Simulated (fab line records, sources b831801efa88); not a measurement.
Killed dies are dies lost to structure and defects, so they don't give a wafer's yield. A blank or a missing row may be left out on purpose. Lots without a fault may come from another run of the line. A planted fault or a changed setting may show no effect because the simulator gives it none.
fab line records | flow sky130
record lots=12 wafers=35 last_day=50
route steps=708 shown NWELL@67 VT_ADJUST_HVTP@91 PAD_OPEN@708
lots that met no fault: from a run of the same line without faults
start_h: hours from the record's first day to the start of the lot's first wafer shown | wait_h: hours since the lot's step before | " the same as in the row above | L1.1+2: a row that stands for several wafers | - no value, or no start given | * or withheld: withheld | < > ~ a bound
route shown NAME@n: a module of which the file shows steps, and the number in the route of the first | usual: mean/standard deviation of fault-free wafers | same: alike in all rows | chamber/n: place in a boat | sites: the reading at each site | _std_site: their standard deviation | _edge_site: outer sites' mean less inner sites' | radius_mm: how far each site lies from the wafer's centre | mask NAME#n: copy n | behind: the tool/chamber that last shaped the wafer | hold: why the lot was held/for how many hours/how that ended | device: the transistor (n, p or np) that didn't switch | end of line: the same wafers' tests at the end of the route | a step without rows: its recipe alone | killed: dies lost to structure and defects at the first sort, not the wafer's yield | map: a wafer's dies, x killed, . not, _ none there
set.NAME: the setting as run; set.NAME@STEP: as run at that earlier step | model.NAME: the simulator's own value behind a step, which no gauge read
steps of the route over a sample of lots; a table a step, a row a wafer
services: from which hour (start_h, from the record's first day; less than 0 if before it) a tool's chamber was out of use, for how many hours, and why
## steps
# step SKY_NWELL_STRIP_14
# recipe chemistry=O2/N2 power_w=1400 pressure_mtorr=1500 platen_temp_c=withheld o2_flow_sccm=3000 n2_flow_sccm=300 overash_fraction=0.5
# usual chamber_pressure_mTorr=1499.9/1.4 drypump_motor_current_A=5.5/0.51 o2_flow_sccm=2999/9.1 oes_product_au=0.723/0.0047 strip_time_to_endpoint_s=36.93/0.11
# columns lot.wafer tool chamber start_h wait_h chamber_pressure_mTorr drypump_motor_current_A o2_flow_sccm oes_product_au rf_hours_counter_h strip_time_to_endpoint_s
L681.2 plasma_asher-01 0 83.14 0.1 1500.6 5.2 2990 0.726 40 37.00
L681.4 " 1 " " 1501.1 6.1 2996 0.715 - 36.95
L681.5 " 1 " " 1498.2 6.0 2987 0.723 - 36.99
L682.1 plasma_asher-02 1 90.19 0.1 1500.8 4.8 3011 0.725 28 36.94
L682.4 " 0 " " 1501.7 6.0 2999 0.724 - 36.99
L682.5 " 0 " " 1502.0 6.0 2990 0.733 - 37.12
L683.3 plasma_asher-04 0 96.68 0.1 1499.7 5.6 3015 0.721 - 37.06
L683.4 " 1 " " 1499.0 5.0 3002 0.729 - 37.04
L683.6 " 0 " " 1501.8 5.6 3012 0.719 - 37.01
L684.1 plasma_asher-04 0 100.79 0.1 1499.4 5.6 2993 0.718 42 37.01
L684.2 " 1 " " 1499.2 5.0 2983 0.727 42 36.99
L684.4 " 1 " " 1498.9 4.9 3002 0.730 - 36.87
L685.2 plasma_asher-01 1 108.62 0.1 1499.5 6.0 3003 0.725 42 36.84
L685.3 " 1 " " 1498.6 6.0 3003 0.728 - 36.91
L685.4 " 0 " " 1500.1 5.2 2997 0.719 - 36.69
L686.1 plasma_asher-01 0 113.69 0.1 1499.3 5.2 2990 0.729 44 36.99
L686.4 " 1 " " 1499.1 6.1 2993 0.714 - 37.07
L686.5 " 0 " " 1496.0 5.2 3008 0.718 - 37.02
L687.2 plasma_asher-01 1 120.74 0.1 1499.2 6.1 3001 0.718 44 37.01
L687.3 " 0 " " 1501.7 5.2 3018 0.727 - 37.12
L687.4 " 1 " " 1499.4 6.0 2992 0.721 - 37.07
L696.1 plasma_asher-02 1 170.34 0.1 1498.8 4.8 3011 0.730 34 36.72
L696.4 " 0 " " 1499.2 6.1 2985 0.725 - 36.86
L698.1 plasma_asher-01 0 184.24 0.1 1498.0 5.2 3011 0.717 51 37.08
L698.5 " 1 " " 1501.8 6.1 3002 0.726 - 36.98
L698.6 " 0 " " 1499.8 5.2 3002 0.719 - 36.90
L701.1 plasma_asher-02 0 202.44 0.1 1499.4 6.0 3002 0.726 37 36.94
L701.3 " 0 " " 1498.2 6.0 2987 0.721 - 37.02
L701.6 " 1 " " 1501.1 4.7 3003 0.722 - 36.93
L702.1 plasma_asher-01 1 206.62 0.1 1497.9 6.0 3015 0.720 53 36.92
L702.4 " 0 " " 1499.5 5.2 3010 0.728 - 36.92
L702.5 " 1 " " 1498.7 6.1 3002 0.714 - 36.97
L703.3 plasma_asher-01 0 212.37 0.1 1501.7 5.2 2990 0.720 - 37.22
L703.5 " 1 " " 1498.1 6.1 2993 0.723 - 37.12
L703.6 " 0 " " 1500.7 5.2 3000 0.726 - 37.10
# step SKY_NWELL_TW_MEAS_15
# usual NWELL_TW=1814/20
# columns lot.wafer tool chamber start_h wait_h NWELL_TW
L681.2 film_metro-01 - 83.25 0.1 1825
L681.4 " - " " 1827
L681.5 " - " " 1823
L682.1 film_metro-04 - 90.29 0.1 1789
L682.4 " - " " 1799
L682.5 " - " " 1796
L683.3 film_metro-01 - 96.76 0.1 1815
L683.4 " - " " 1826
L683.6 " - " " 1821
L684.1 film_metro-01 - 100.89 0.1 1825
L684.2 " - " " 1827
L684.4 " - " " 1833
L685.2 film_metro-01 - 108.73 0.1 1815
L685.3 " - " " 1832
L685.4 " - " " 1817
L686.1 film_metro-01 - 113.81 0.1 1826
L686.4 " - " " 1831
L686.5 " - " " 1811
L687.2 film_metro-01 - 120.85 0.1 1823
L687.3 " - " " 1829
L687.4 " - " " 1828
L696.1 film_metro-04 - 170.44 0.1 1777
L696.4 " - " " 1802
L698.1 film_metro-01 - 184.34 0.1 1829
L698.5 " - " " 1818
L698.6 " - " " 1818
L701.1 film_metro-01 - 202.54 0.1 1838
L701.3 " - " " 1833
L701.6 " - " " 1832
L702.1 film_metro-04 - 206.72 0.1 1784
L702.4 " - " " 1780
L702.5 " - " " 1771
L703.3 film_metro-01 - 212.46 0.1 1832
L703.5 " - " " 1830
L703.6 " - " " 1840
# step SKY_NWELL_OVL_MEAS_23
# usual NWELL_01_OVL=-0.7/1.3
# columns lot.wafer tool chamber start_h wait_h NWELL_01_OVL[nm]
L681.2 overlay-01 - 100.04 - -2.5
L681.4 " - " " -0.6
L681.5 " - " " -1.4
L682.1 overlay-01 - 107.79 - -2.9
L682.4 " - " " -0.8
L682.5 " - " " -2.2
L683.3 overlay-01 - 114.05 - -0.2
L683.4 " - " " -2.4
L683.6 " - " " -2.2
L684.1 overlay-02 - 118.49 - 1.5
L684.2 " - " " 2.7
L684.4 " - " " -1.6
L685.2 overlay-02 - 126.81 - 0.2
L685.3 " - " " -0.9
L685.4 " - " " -1.0
L686.1 overlay-02 - 131.11 - -1.6
L686.4 " - " " -0.9
L686.5 " - " " -1.0
L687.2 overlay-02 - 139.71 - 1.3
L687.3 " - " " 0.3
L687.4 " - " " 0.1
L696.1 overlay-01 - 191.24 - 0.1
L696.4 " - " " -1.4
L698.1 overlay-01 - 205.79 - 0.9
L698.5 " - " " 0.6
L698.6 " - " " -1.3
L701.1 overlay-02 - 224.91 - 0.3
L701.3 " - " " -1.0
L701.6 " - " " 1.9
L702.1 overlay-01 - 229.05 - 2.1
L702.4 " - " " -0.8
L702.5 " - " " 0.2
L703.3 overlay-02 - 234.72 - -0.1
L703.5 " - " " 2.7
L703.6 " - " " 0.0
# step SKY_VT_ADJUST_HVTP_DEVELOP_06
# recipe resist=NOVOLAK developer=TMAH develop_time_s=60 dev_temp_c=23
# columns lot.wafer tool chamber start_h wait_h
L681.2+4+5 litho_track-02 0 118.28 0.1
L682.1+4+5 litho_track-03 0 126.30 0.1
L683.3+4+6 litho_track-03 0 132.35 0.1
L684.1+2+4 litho_track-04 0 137.52 0.1
L685.2+3+4 litho_track-04 0 145.94 0.1
L686.1+4+5 litho_track-02 0 150.36 0.1
L687.2+3+4 litho_track-04 0 159.79 0.1
L696.1+4 litho_track-04 0 213.66 0.1
L698.1+5+6 litho_track-02 0 228.56 0.1
L701.1+3+6 litho_track-03 0 249.00 0.1
L702.1+4+5 litho_track-03 0 253.20 0.1
L703.3+5+6 litho_track-03 0 258.85 0.1
# step SKY_VT_ADJUST_HVTP_CD_MEAS_07
# recipe target_cd_nm=380
# usual cd_nm=379.6/2.7
# columns lot.wafer tool chamber start_h wait_h cd_nm
L681.2 cd_sem-02 - 118.43 0.1 384.2
L681.4 " - " " 383.9
L681.5 " - " " 385.5
L682.1 cd_sem-02 - 126.45 0.1 378.5
L682.4 " - " " 375.5
L682.5 " - " " 376.4
L683.3 cd_sem-01 - 132.49 0.1 382.5
L683.4 " - " " 381.2
L683.6 " - " " 381.9
L684.1 cd_sem-01 - 137.67 0.1 382.3
L684.2 " - " " 382.4
L684.4 " - " " 380.0
L685.2 cd_sem-02 - 146.09 0.1 381.4
L685.3 " - " " 383.2
L685.4 " - " " 383.7
L686.1 cd_sem-02 - 150.51 0.1 380.8
L686.4 " - " " 378.3
L686.5 " - " " 376.0
L687.2 cd_sem-02 - 159.94 0.1 381.1
L687.3 " - " " 380.5
L687.4 " - " " 383.1
L696.1 cd_sem-02 - 213.81 0.1 376.1
L696.4 " - " " 366.7
L698.1 cd_sem-01 - 228.71 0.1 382.1
L698.5 " - " " 378.8
L698.6 " - " " 380.9
L701.1 cd_sem-01 - 249.15 0.1 380.9
L701.3 " - " " 380.5
L701.6 " - " " 378.7
L702.1 cd_sem-02 - 253.35 0.1 379.5
L702.4 " - " " 383.2
L702.5 " - " " 381.9
L703.3 cd_sem-01 - 258.99 0.1 379.1
L703.5 " - " " 376.1
L703.6 " - " " 379.1
# step SKY_PAD_OPEN_PROBE_99
# usual killed_at_M0_to_M3=42/7.7 killed_at_M4_up=3.1/1.9 killed_at_contacts=24/4.9 killed_at_front_end=15/4.6 killed_at_other=0.3/0.51 killed_dies=85/9.9 killed_open=47/7.1 killed_short=38/6.7
# same gross_dies=492 killed_at_back_side=0
# columns lot.wafer tool chamber start_h wait_h killed_at_M0_to_M3 killed_at_M4_up killed_at_contacts killed_at_front_end killed_at_other killed_dies killed_open killed_short
L681.2 prober-02 - 1071.72 0.1 48 1 25 22 0 96 60 36
L681.4 prober-02 - 1071.82 0.2 55 5 25 14 0 99 44 55
L681.5 prober-02 - 1071.87 0.2 42 5 31 9 0 87 44 43
L682.1 prober-02 - 1076.83 0.1 24 2 26 16 0 68 40 28
L682.4 prober-02 - 1076.98 0.2 29 3 20 16 0 68 38 30
L682.5 prober-02 - 1077.03 0.2 40 3 23 15 0 81 45 36
L683.3 prober-01 - 1090.96 0.2 33 3 19 13 0 68 37 31
L683.4 prober-01 - 1091.01 0.2 56 1 17 13 0 87 40 47
L683.6 prober-01 - 1091.11 0.2 56 0 26 10 0 92 60 32
L684.1 prober-02 - 1093.02 0.1 52 3 17 9 0 81 41 40
L684.2 prober-02 - 1093.07 0.1 42 0 29 12 0 83 49 33
L684.4 prober-02 - 1093.17 0.2 31 3 18 18 1 71 40 30
L685.2 prober-01 - 1098.47 0.1 37 0 29 16 0 82 48 33
L685.3 prober-01 - 1098.52 0.2 41 2 26 7 0 76 36 39
L685.4 prober-01 - 1098.57 0.2 42 3 18 13 0 76 43 33
L686.1 prober-02 - 1106.56 0.1 35 2 23 20 0 80 46 34
L686.4 prober-02 - 1106.71 0.2 47 5 18 21 0 91 50 41
L686.5 prober-02 - 1106.76 0.2 41 3 26 20 0 90 57 33
L687.2 prober-01 - 1117.28 0.1 46 2 21 11 0 80 43 37
L687.3 prober-01 - 1117.33 0.2 43 6 26 13 0 88 49 39
L687.4 prober-01 - 1117.38 0.2 40 1 34 17 0 92 54 38
L696.1 prober-02 - 1161.17 0.1 52 2 21 9 0 84 38 45
L696.4 prober-02 - 1161.32 0.2 41 2 16 14 0 73 45 28
L698.1 prober-02 - 1173.53 0.1 29 0 22 16 0 67 42 24
L698.5 prober-02 - 1173.73 0.2 44 3 26 14 1 88 55 31
L698.6 prober-02 - 1173.78 0.2 52 2 18 24 0 96 61 35
L701.1 prober-01 - 1185.81 0.1 27 5 21 21 0 74 39 34
L701.3 prober-01 - 1185.91 0.2 32 6 22 13 1 74 36 37
L701.6 prober-01 - 1186.06 0.2 37 4 24 13 1 79 35 43
L702.1 prober-02 - 1195.18 0.1 60 4 30 17 1 112 55 56
L702.4 prober-02 - 1195.33 0.2 55 5 19 20 0 99 56 43
L702.5 prober-02 - 1195.38 0.2 44 0 34 13 1 92 55 36
L703.3 prober-01 - 1197.57 0.2 44 2 29 15 0 90 47 43
L703.5 prober-01 - 1197.67 0.2 41 3 25 10 1 80 41 39
L703.6 prober-01 - 1197.72 0.2 52 0 23 4 1 80 47 33
# killed by level:class
L681.2 CONTACT:geometric_particle:open=12 VIA1:geometric_particle:open=10 VIA3:geometric_particle:open=9 METAL1:geometric_particle:short=8 LI_CONTACT:geometric_particle:open=7 VIA1:geometric_particle:short=6 FIELD_ISO:geometric_particle:open=5 POLY_GATE:geometric_particle:open=5
L681.4 CONTACT:geometric_particle:open=9 VIA1:geometric_particle:short=9 VIA1:geometric_particle:open=8 CONTACT:geometric_particle:short=7 METAL2:geometric_particle:short=7 METAL1:geometric_particle:short=7 LI_CONTACT:geometric_particle:open=6 VIA2:geometric_particle:open=6
L681.5 CONTACT:geometric_particle:open=11 VIA1:geometric_particle:open=9 CONTACT:geometric_particle:short=8 VIA2:geometric_particle:open=6 VIA3:geometric_particle:short=5 METAL1:geometric_particle:short=5 POLY_GATE:geometric_particle:short=4 LI_CONTACT:geometric_particle:open=4
L682.1 CONTACT:geometric_particle:short=8 VIA1:geometric_particle:open=8 FIELD_ISO:geometric_particle:open=6 LI_CONTACT:geometric_particle:open=6 CONTACT:geometric_particle:open=6 LI_CONTACT:geometric_particle:short=5 FIELD_ISO:geometric_particle:short=4 METAL1:geometric_particle:short=4
L682.4 LI_CONTACT:geometric_particle:open=8 VIA1:geometric_particle:open=7 FIELD_ISO:geometric_particle:short=6 CONTACT:geometric_particle:open=6 FIELD_ISO:geometric_particle:open=5 VIA2:geometric_particle:open=4 METAL3:geometric_particle:short=4 POLY_GATE:geometric_particle:open=3
L682.5 VIA1:geometric_particle:open=9 LI_CONTACT:geometric_particle:open=9 METAL1:geometric_particle:short=8 CONTACT:geometric_particle:open=6 METAL2:geometric_particle:short=6 VIA3:geometric_particle:open=6 CONTACT:geometric_particle:short=5 FIELD_ISO:geometric_particle:short=4
L683.3 CONTACT:geometric_particle:open=10 VIA1:geometric_particle:open=9 METAL1:geometric_particle:short=5 VIA2:geometric_particle:open=5 METAL2:geometric_particle:short=4 LI_CONTACT:geometric_particle:open=4 FIELD_ISO:geometric_particle:short=3 VIA1:geometric_particle:short=3
L683.4 VIA1:geometric_particle:open=11 METAL2:geometric_particle:short=10 VIA3:geometric_particle:short=8 METAL1:geometric_particle:short=8 CONTACT:geometric_particle:open=6 LI_CONTACT:geometric_particle:open=5 VIA2:geometric_particle:open=5 FIELD_ISO:geometric_particle:short=4
L683.6 VIA1:geometric_particle:open=15 CONTACT:geometric_particle:open=12 VIA2:geometric_particle:open=8 VIA1:geometric_particle:short=7 VIA3:geometric_particle:open=7 LI_CONTACT:geometric_particle:open=6 METAL1:geometric_particle:short=6 CONTACT:geometric_particle:short=4
L684.1 METAL1:geometric_particle:short=9 VIA1:geometric_particle:open=9 CONTACT:geometric_particle:open=8 VIA2:geometric_particle:open=8 VIA1:geometric_particle:short=7 METAL2:geometric_particle:short=7 VIA3:geometric_particle:open=7 LI_CONTACT:geometric_particle:open=4
L684.2 CONTACT:geometric_particle:open=12 VIA1:geometric_particle:open=10 LI_CONTACT:geometric_particle:open=8 VIA2:geometric_particle:open=7 VIA3:geometric_particle:open=6 VIA1:geometric_particle:short=5 LOCAL_INTERCONNECT:geometric_particle:short=5 METAL1:geometric_particle:short=5
L684.4 CONTACT:geometric_particle:open=12 VIA1:geometric_particle:open=10 FIELD_ISO:geometric_particle:short=5 POLY_GATE:geometric_particle:open=5 POLY_GATE:geometric_particle:short=5 VIA1:geometric_particle:short=4 VIA3:geometric_particle:short=4 VIA3:geometric_particle:open=4
L685.2 CONTACT:geometric_particle:open=14 CONTACT:geometric_particle:short=8 VIA1:geometric_particle:open=8 VIA2:geometric_particle:open=7 FIELD_ISO:geometric_particle:open=5 VIA2:geometric_particle:short=5 VIA3:geometric_particle:open=4 METAL2:geometric_particle:short=4
L685.3 CONTACT:geometric_particle:open=9 VIA3:geometric_particle:open=8 CONTACT:geometric_particle:short=7 VIA3:geometric_particle:short=6 LI_CONTACT:geometric_particle:open=5 VIA1:geometric_particle:open=5 METAL3:geometric_particle:short=5 METAL1:geometric_particle:short=4
L685.4 VIA1:geometric_particle:open=12 CONTACT:geometric_particle:open=9 VIA3:geometric_particle:open=7 VIA2:geometric_particle:open=6 METAL2:geometric_particle:short=6 FIELD_ISO:geometric_particle:short=5 CONTACT:geometric_particle:short=4 VIA3:geometric_particle:short=4
L686.1 VIA1:geometric_particle:open=13 CONTACT:geometric_particle:open=11 POLY_GATE:geometric_particle:open=5 METAL1:geometric_particle:short=5 FIELD_ISO:geometric_particle:short=4 POLY_GATE:geometric_particle:short=4 LI_CONTACT:geometric_particle:open=4 VIA3:geometric_particle:open=4
L686.4 VIA1:geometric_particle:open=16 CONTACT:geometric_particle:open=8 FIELD_ISO:geometric_particle:open=6 VIA1:geometric_particle:short=6 POLY_GATE:geometric_particle:short=5 METAL2:geometric_particle:short=5 VIA2:geometric_particle:open=5 VIA3:geometric_particle:short=5
L686.5 CONTACT:geometric_particle:open=10 VIA1:geometric_particle:open=9 VIA3:geometric_particle:open=7 VIA2:geometric_particle:open=7 FIELD_ISO:geometric_particle:open=6 LI_CONTACT:geometric_particle:open=6 FIELD_ISO:geometric_particle:short=4 CONTACT:geometric_particle:short=4
L687.2 VIA1:geometric_particle:open=11 LI_CONTACT:geometric_particle:open=9 VIA3:geometric_particle:open=8 POLY_GATE:geometric_particle:short=6 CONTACT:geometric_particle:open=6 METAL1:geometric_particle:short=5 VIA2:geometric_particle:open=5 VIA3:geometric_particle:short=5
L687.3 VIA2:geometric_particle:open=10 VIA1:geometric_particle:open=9 LI_CONTACT:geometric_particle:open=8 LOCAL_INTERCONNECT:geometric_particle:short=7 CONTACT:geometric_particle:open=6 METAL4:geometric_particle:short=5 SPACER:geometric_particle:open=4 METAL1:geometric_particle:short=4
L687.4 LI_CONTACT:geometric_particle:open=13 CONTACT:geometric_particle:open=11 VIA1:geometric_particle:open=8 VIA2:geometric_particle:open=8 POLY_GATE:geometric_particle:short=6 VIA3:geometric_particle:short=6 FIELD_ISO:geometric_particle:open=5 CONTACT:geometric_particle:short=4
L696.1 VIA1:geometric_particle:open=12 CONTACT:geometric_particle:open=11 METAL2:geometric_particle:short=9 VIA1:geometric_particle:short=7 VIA2:geometric_particle:short=7 VIA3:geometric_particle:open=5 LOCAL_INTERCONNECT:geometric_particle:short=4 CONTACT:geometric_particle:short=4
L696.4 VIA1:geometric_particle:open=17 POLY_GATE:geometric_particle:short=6 CONTACT:geometric_particle:open=6 POLY_GATE:geometric_particle:open=5 LI_CONTACT:geometric_particle:open=5 VIA1:geometric_particle:short=4 VIA2:geometric_particle:open=4 METAL3:geometric_particle:short=4
L698.1 VIA1:geometric_particle:open=11 LI_CONTACT:geometric_particle:open=9 CONTACT:geometric_particle:open=5 VIA3:geometric_particle:open=5 FIELD_ISO:geometric_particle:open=4 POLY_GATE:geometric_particle:short=4 VIA1:geometric_particle:short=4 POLY_GATE:geometric_particle:open=3
L698.5 VIA3:geometric_particle:open=13 CONTACT:geometric_particle:open=12 VIA1:geometric_particle:open=11 VIA2:geometric_particle:open=7 VIA1:geometric_particle:short=5 POLY_GATE:geometric_particle:open=4 LI_CONTACT:geometric_particle:open=4 CONTACT:geometric_particle:short=4
L698.6 VIA1:geometric_particle:open=17 VIA3:geometric_particle:open=8 FIELD_ISO:geometric_particle:open=7 POLY_GATE:geometric_particle:short=7 VIA2:geometric_particle:open=7 CONTACT:geometric_particle:open=6 POLY_GATE:geometric_particle:open=5 METAL2:geometric_particle:short=5
L701.1 CONTACT:geometric_particle:open=11 POLY_GATE:geometric_particle:open=5 VIA2:geometric_particle:open=5 POLY_GATE:geometric_particle:short=4 CONTACT:geometric_particle:short=4 VIA2:geometric_particle:short=4 FIELD_ISO:geometric_particle:short=3 LOCAL_INTERCONNECT:geometric_particle:short=3
L701.3 CONTACT:geometric_particle:open=17 METAL3:geometric_particle:short=7 VIA1:geometric_particle:short=5 VIA1:geometric_particle:open=4 METAL2:geometric_particle:short=4 METAL4:geometric_particle:short=4 FIELD_ISO:geometric_particle:short=3 VIA2:geometric_particle:open=3
L701.6 CONTACT:geometric_particle:open=9 VIA2:geometric_particle:open=8 VIA1:geometric_particle:open=8 FIELD_ISO:geometric_particle:short=6 CONTACT:geometric_particle:short=6 POLY_GATE:geometric_particle:short=5 LOCAL_INTERCONNECT:geometric_particle:short=5 METAL2:geometric_particle:short=5
L702.1 VIA3:geometric_particle:open=11 METAL1:geometric_particle:short=10 LI_CONTACT:geometric_particle:open=9 VIA1:geometric_particle:short=8 VIA1:geometric_particle:open=7 VIA2:geometric_particle:open=7 FIELD_ISO:geometric_particle:open=6 CONTACT:geometric_particle:short=6
L702.4 VIA1:geometric_particle:open=10 VIA3:geometric_particle:open=10 VIA2:geometric_particle:open=8 FIELD_ISO:geometric_particle:open=7 METAL3:geometric_particle:short=7 LI_CONTACT:geometric_particle:open=7 CONTACT:geometric_particle:open=6 METAL1:geometric_particle:short=6
L702.5 LI_CONTACT:geometric_particle:open=16 VIA1:geometric_particle:open=14 VIA2:geometric_particle:open=9 METAL1:geometric_particle:short=8 CONTACT:geometric_particle:open=5 FIELD_ISO:geometric_particle:short=4 LI_CONTACT:geometric_particle:short=4 CONTACT:geometric_particle:short=4
L703.3 CONTACT:geometric_particle:open=12 VIA1:geometric_particle:open=7 LI_CONTACT:geometric_particle:open=7 VIA3:geometric_particle:open=6 CONTACT:geometric_particle:short=5 METAL1:geometric_particle:short=5 METAL2:geometric_particle:short=5 VIA2:geometric_particle:open=5
L703.5 VIA2:geometric_particle:open=10 VIA1:geometric_particle:open=9 CONTACT:geometric_particle:open=7 LOCAL_INTERCONNECT:geometric_particle:short=5 CONTACT:geometric_particle:short=5 VIA3:geometric_particle:open=5 FIELD_ISO:geometric_particle:short=4 LI_CONTACT:geometric_particle:short=4
L703.6 VIA1:geometric_particle:open=14 LI_CONTACT:geometric_particle:open=7 VIA1:geometric_particle:short=7 CONTACT:geometric_particle:short=6 CONTACT:geometric_particle:open=6 METAL2:geometric_particle:short=6 VIA3:geometric_particle:open=6 METAL2:geometric_particle:open=4
## services
# columns tool chamber start_h hours kind
plasma_asher-02 - 98.20 15.6 pm
plasma_asher-04 - 199.78 0.7 repair
plasma_asher-04 - 208.36 54.3 repair
plasma_asher-01 - 212.83 1.9 repair
plasma_asher-01 - 247.36 3.7 repair
## key
first_sign step=SKY_VT_ADJUST_HVTP_CD_MEAS_07 reading=cd_nm direction=down sigmas=4.8 usual=379.6 struck=366.7
effect none on later readings
met_at SKY_VT_ADJUST_HVTP_DEVELOP_06
struck_lots L696
struck_wafers L696.4
tester_left_out L696
not_acting_at SKY_NWELL_STRIP_14,SKY_NWELL_TW_MEAS_15,SKY_NWELL_OVL_MEAS_23
onset_between 159.79 213.66
fault kind=process_parameter_drift tool=litho_track-04 chamber=- onset_h=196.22 steps=SKY_VT_ADJUST_HVTP_DEVELOP_06 channel=develop_time_s offset=* shape=step end_h=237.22 scope=struck_wafers_only acts_in=* stated=*
# tester_left_out: of these lots the tester's yield and bins aren't shown, on N5 and GAA mostly nor the transistor test; their killed dies are dies lost to structure and defects alone, not to doping, threshold or leakage, so they don't give the yield
